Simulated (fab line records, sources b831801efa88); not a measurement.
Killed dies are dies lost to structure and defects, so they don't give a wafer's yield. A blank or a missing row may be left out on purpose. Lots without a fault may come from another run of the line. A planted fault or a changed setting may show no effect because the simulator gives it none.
Chamber matching | flow gf180mcu | GF_V1_CMP_04 on cmp-01: 4 sister chambers
The step polishes SiO2. 8 wafers are shown with their chamber, then 12 later ones without.

WAFERS WITH THEIR CHAMBER
wafer  | chamber | motor_current_A (A) | time_to_endpoint_s (s)
L083.1 | 0       | 12.2                | 73
L083.5 | 3       | 11.2                | 84
L083.6 | 0       | 11.8                | 80
L085.4 | 1       | 11.4                | 80
L085.6 | 2       | 13.6                | 80
L086.2 | 3       | 10.6                | 75
L086.3 | 2       | 13.1                | 80
L086.4 | 1       | 10.5                | 90

WAFERS WITHOUT THEIR CHAMBER
wafer  | motor_current_A (A) | time_to_endpoint_s (s)
L089.3 | 10.6                | 90
L089.4 | 13.6                | 86
L089.5 | 13.4                | 85
L089.1 | 12.3                | 74
L089.2 | 10.5                | 74
L089.6 | 10.5                | 88
L095.1 | 11.3                | 78
L095.3 | 14.3                | 80
L095.6 | 10.7                | 84
L095.2 | 12.7                | 74
L095.4 | 10.5                | 85
L095.5 | 13.3                | 86

WHICH CHAMBER EACH WENT THROUGH
wafer  | from the rows above          | in truth
L089.3 | can't be placed: 1 or 3      | 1
L089.4 | 2                            | 2
L089.5 | 2                            | 2
L089.1 | can't be placed: 0 or 2      | 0
L089.2 | can't be placed: 3 or 1      | 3
L089.6 | can't be placed: 1 or 3      | 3
L095.1 | can't be placed: 3 or 1 or 0 | 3
L095.3 | 2                            | 2
L095.6 | can't be placed: 1 or 3      | 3
L095.2 | can't be placed: 0 or 2      | 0
L095.4 | can't be placed: 1 or 3      | 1
L095.5 | 2                            | 2
Placed correctly: 4 of 12. Can't be placed from these rows: 8 (the true chamber is among the candidates in 8). Placed wrongly: 0.
How it was worked out, from the rows above alone: a wafer's distance from a chamber is the root of the sum, over the readings, of the square of ((its reading less the chamber's mean) divided by the reading's scatter). The wafer belongs to the nearest chamber; if the next one is less than 2 further off, it can't be placed. A chamber's mean is the mean of its shown wafers. The scatter: the root of (the sum of the squares of (reading less its chamber's mean) over the shown wafers, divided by (wafers less chambers)).
